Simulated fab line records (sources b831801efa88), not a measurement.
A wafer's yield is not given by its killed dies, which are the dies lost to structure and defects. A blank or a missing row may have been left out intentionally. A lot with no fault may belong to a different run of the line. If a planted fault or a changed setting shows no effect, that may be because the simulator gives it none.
Matching of chambers ; flow sky130 ; 4 sister chambers for SKY_VIA2_CMP_24 on cmp-01
The step polishes, stops on SiO2, t overpolish 20 s, target thk 0 nm. 14 wafers are shown with their chamber, then 7 later ones without.

== WAFERS WITH THEIR CHAMBER ==
wafer;chamber;motorCurrentA (A);timeToEndpointS (s);overpolishRunS (s)
L701.2;0;9.5;105;20.000
L701.4;1;11.1;101;20.003
L701.5;0;10.0;106;20.004
L706.3;3;13.2;96;20.001
L706.4;2;12.1;109;20.004
L706.5;3;13.1;98;19.983
L712.2;2;11.7;107;19.990
L712.3;1;10.4;103;19.996
L712.6;3;13.6;97;19.995
L713.2;1;10.6;96;19.994
L713.3;0;9.6;104;20.003
L713.5;3;13.5;98;20.005
L715.2;2;12.2;102;19.991
L715.5;3;13.3;88;20.006

SIGNATURES (averages over the wafers above)
reading;chamber 0;chamber 1;chamber 2;chamber 3;scatter within a chamber
motorCurrentA;9.700;10.700;12.000;13.340;0.267
timeToEndpointS;105.00;100.00;106.00;95.40;3.54
overpolishRunS;20.00233;19.99767;19.99500;19.99800;0.00729
Rule: a wafer lies at a distance from a chamber equal to the root of the sum of squares, over the readings, of (its reading less the chamber's mean, divided by the reading's scatter). If the next closest chamber is less than 2 further off than the closest, the wafer can't be placed; otherwise it belongs to the closest. The scatter: take each reading less its chamber's mean, square it, sum over the shown wafers, divide by the number of wafers less the number of chambers, and take the root.

== WAFERS WHOSE CHAMBER IS MISSING ==
wafer;motorCurrentA (A);timeToEndpointS (s);overpolishRunS (s)
L715.6;11.9;104;20.003
L717.4;10.4;103;20.003
L717.5;11.9;107;19.993
L717.6;11.0;99;19.988
L719.1;11.6;110;19.996
L719.5;13.0;100;20.018
L719.6;9.7;104;19.996

== CHAMBER TAKEN BY EACH ==
wafer;from the rows above;in truth
L715.6;2;2
L717.4;can't be placed: 1 or 0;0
L717.5;2;2
L717.6;1;1
L719.1;2;2
L719.5;can't be placed: 3 or 2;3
L719.6;0;0
Placed correctly: 5 of 7. Not placeable from these rows: 2 (in 2, the candidates include the true chamber). Wrongly placed: 0.
